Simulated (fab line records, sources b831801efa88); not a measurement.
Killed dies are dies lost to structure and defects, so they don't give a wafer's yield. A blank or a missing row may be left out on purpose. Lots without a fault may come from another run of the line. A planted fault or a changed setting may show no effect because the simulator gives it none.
One fault seen from 2 desks | flow sky130 | each desk has only its own numbers; what lay behind them comes last

THE METROLOGY DESK
What the gauges read, lot by lot, whatever tool the lot ran on: means of the sampled wafers that have a number. A lot is out of limits, marked OUT, if its mean lies more than 4 standard deviations from the usual mean; the brackets give that distance.
Columns: A = cd_nm at SKY_SONOS_ONO_CD_MEAS_13, usual 410.2 nm; B = VIA1_HDPCVD_THK at SKY_VIA1_THK_MEAS_01, usual 1025 nm; C = VIA1_BOW at SKY_VIA1_BOW_MEAS_03, usual 80 um
lot  | first seen here | A                | B    | C
L847 | day 12 22:34    | 410.1            | 1025 | 76
L849 | day 13 15:16    | 410.7            | 1036 | 77
L850 | day 13 16:49    | 411.1            | 1014 | 80
L852 | day 14 07:17    | 408.8            | 1017 | 83
L854 | day 15 02:40    | 408.3            | 1022 | 74
L855 | day 15 06:35    | 411.9            | 1023 | 78
L856 | day 15 12:46    | 394.1 (-7.0) OUT | 1027 | 86
L857 | day 15 21:43    | 412.6            | 1021 | 83
L858 | day 16 08:05    | 379.6 (-13) OUT  | 1018 | 92
L860 | day 16 22:37    | 376.6 (-15) OUT  | 1032 | 80
L861 | day 17 08:31    | 405.5            | 1031 | 86
L867 | day 19 07:43    | 411.4            | 1029 | 76
L868 | day 19 17:40    | 409.3            | 1026 | 79
L869 | day 20 05:37    | 409.9            | 1026 | 83
L870 | day 20 14:49    | 413.9            | 1029 | 82
This desk's finding: out of limits on L856, L858, L860; first on L856, day 15 12:46 (cd_nm at SKY_SONOS_ONO_CD_MEAS_13). In limits: L847, L849, L850, L852, L854, L855, L857, L861, L867, L868, L869, L870.

THE TOOL OWNER'S DESK: iline_stepper-02
The tool's own readings at SKY_SONOS_ONO_EXPOSE_10 (exposes mask ONOM, target cd 410 nm): means of the sampled wafers that have a number, for each lot that ran on this tool. A lot is out of limits, marked OUT, if its mean lies more than 4 standard deviations from the usual mean; the brackets give that distance.
Columns: A = exposure_dose_mJ_cm2 at SKY_SONOS_ONO_EXPOSE_10, usual 149.93
lot  | first seen here | A
L847 | day 12 10:58    | 149.85
L849 | day 13 02:52    | 149.87
L852 | day 13 18:04    | 149.97
L854 | day 14 13:38    | 149.94
L855 | day 14 17:02    | 149.90
L856 | day 15 00:10    | 150.02
L858 | day 15 17:52    | 150.10
L860 | day 16 07:55    | 149.82
L870 | day 19 23:55    | 149.74
This desk's finding: nothing out of limits on any of the 9 lots.

PUT TOGETHER
The metrology desk could have raised an alarm at day 15 12:46, on L856, L858, L860.
The tool owner's desk saw nothing out of limits.
The tool owner's desk has L856, L858, L860 on record, within its limits.
Of the lots named, all ran SKY_SONOS_ONO_EXPOSE_10 on iline_stepper-02.

WHAT THE SIMULATOR HAD PUT IN
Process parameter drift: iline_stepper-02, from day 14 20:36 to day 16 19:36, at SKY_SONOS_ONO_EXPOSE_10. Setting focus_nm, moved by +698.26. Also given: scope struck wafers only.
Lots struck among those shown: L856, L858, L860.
Hours from the fault's start to each desk's first reading out of limits: the metrology desk, 16.
